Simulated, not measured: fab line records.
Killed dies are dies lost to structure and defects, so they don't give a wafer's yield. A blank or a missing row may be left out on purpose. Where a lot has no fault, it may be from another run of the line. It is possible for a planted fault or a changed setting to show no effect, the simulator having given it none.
Chamber matching :: flow sky130 :: SKY_VIA3_ETCH_15 on rie-diel-01: 4 sister chambers
The step etches SiO2 in C4F8/O2/Ar, stops on TiN, target depth 507 nm, time 78 s. 4 wafers are shown with their chamber, then 7 later ones without.

WAFERS PAIRED WITH THEIR CHAMBERS
wafer: L082.5
chamber: 3
oes-product-au (a.u.): 0.948

wafer: L087.6
chamber: 0
oes-product-au (a.u.): 0.951

wafer: L089.1
chamber: 2
oes-product-au (a.u.): 0.953

wafer: L089.3
chamber: 1
oes-product-au (a.u.): 0.952

WAFERS WHOSE CHAMBER IS MISSING
wafer: L089.6
oes-product-au (a.u.): 0.947

wafer: L091.2
oes-product-au (a.u.): 0.957

wafer: L091.4
oes-product-au (a.u.): 0.946

wafer: L091.5
oes-product-au (a.u.): 0.946

wafer: L095.1
oes-product-au (a.u.): 0.952

wafer: L095.4
oes-product-au (a.u.): 0.957

wafer: L095.6
oes-product-au (a.u.): 0.952

THE CHAMBER EACH PASSED THROUGH
wafer: L089.6
from the rows above: can't be placed: 3 or 0 or 1
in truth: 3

wafer: L091.2
from the rows above: can't be placed: 2 or 1 or 0
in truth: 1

wafer: L091.4
from the rows above: can't be placed: 3 or 0 or 1
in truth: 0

wafer: L091.5
from the rows above: can't be placed: 3 or 0 or 1
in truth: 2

wafer: L095.1
from the rows above: can't be placed: 1 or 0 or 2 or 3
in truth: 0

wafer: L095.4
from the rows above: can't be placed: 2 or 1 or 0
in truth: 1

wafer: L095.6
from the rows above: can't be placed: 1 or 0 or 2 or 3
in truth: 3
Correct placement for 0 of the 7. These rows do not allow placing 7 (true chamber among the candidates in 6). 0 placed wrongly.
How it was worked out, from the rows above alone: a wafer's distance from a chamber is the root of the sum, over the readings, of the square of ((its reading less the chamber's mean) divided by the reading's scatter). If the next closest chamber is less than 2 further off than the closest, the wafer can't be placed; otherwise it belongs to the closest. A chamber's mean is the mean of its shown wafers. The scatter: root of mean squared gap, hidden wafer to nearest shown wafer, with one shown wafer a chamber.
